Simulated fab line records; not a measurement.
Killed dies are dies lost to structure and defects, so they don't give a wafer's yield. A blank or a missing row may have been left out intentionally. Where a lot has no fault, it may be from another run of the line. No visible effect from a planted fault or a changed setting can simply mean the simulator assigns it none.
Which tool is to blame?    flow sky130    11 lots, 33 wafers sampled, at 2 steps of a route of 708

## WHAT EACH GAUGE READ, for each wafer
SKY_CAP2M_THK_MEAS_04: measures by xrf.
lot   measured      on             CAP2M_TIN_THK (nm)
L414  day 39 23:51  film metro-04  191.0 195.1 198.0
L415  day 40 12:00  film metro-01  199.2 196.0 194.8
L416  day 40 16:29  film metro-01  195.7 193.6 192.7
L418  day 40 23:43  film metro-02  191.8 191.2 193.7
L419  day 41 13:02  film metro-04  191.9 191.6 191.7
L423  day 42 13:58  film metro-04  195.3 197.1 199.4
L424  day 43 00:04  film metro-02  197.2 194.8 193.7
L426  day 43 07:04  film metro-02  195.8 196.7 197.9
L432  day 44 19:50  film metro-01  192.3 194.4 195.7
L434  day 45 11:17  film metro-02  192.2 194.5 191.7
L437  day 46 04:47  film metro-01  192.7 195.1 190.3

SKY_VIA4_BOW_MEAS_03.
lot   measured      on             VIA4_BOW (um)
L414  day 42 01:33  film metro-04  78 88 78
L415  day 42 12:50  film metro-03  95 89 77
L416  day 42 17:35  film metro-01  90 76 78
L418  day 43 01:13  film metro-03  74 77 67
L419  day 43 13:31  film metro-01  74 82 93
L423  day 44 16:20  film metro-04  66 84 75
L424  day 44 23:33  film metro-04  80 83 68
L426  day 45 05:07  film metro-03  75 77 81
L432  day 46 16:20  film metro-03  79 80 74
L434  day 47 06:35  film metro-04  82 81 82
L437  day 47 23:29  film metro-01  100 94 81

## WHAT TOOL EACH LOT RAN ON (gives the tool, then ch and the chambers of the sampled wafers, and finally the start)
The record shows no process step preceding these readings.

## WHAT THE TOOLS THEMSELVES READ (means of the sampled wafers that have a number; where no wafer has one, the mark that the record gives instead)
The record holds no such reading with a usual standard deviation.

## THE ANSWER, worked out from the rows above alone
Rule: the lots themselves supply what counts as usual. The widest of any qualifying gaps counts: lots, ordered by their means at a reading, are off when they make up no more than a third of the lots, leave a main group of 4 or more, and stand apart from it by 3 or more times the standard deviation of that group's means. A main group whose means are all the same, to the digits that the tables above print for the reading, isn't used. Also off: a lot with no number at a reading for which 4 or more lots have one. Any other lot the step has rows for is counted as sound. The gauges are gone through in route order, then the tools' own readings, and for those a lot's mean is taken as printed above. At the first step where some lot is off, the reading lying furthest off is the one used; lots without a number count as furthest.
No lot is off at any reading shown: from this, nothing can be told.

## WHAT THE SIMULATOR HAD PUT IN
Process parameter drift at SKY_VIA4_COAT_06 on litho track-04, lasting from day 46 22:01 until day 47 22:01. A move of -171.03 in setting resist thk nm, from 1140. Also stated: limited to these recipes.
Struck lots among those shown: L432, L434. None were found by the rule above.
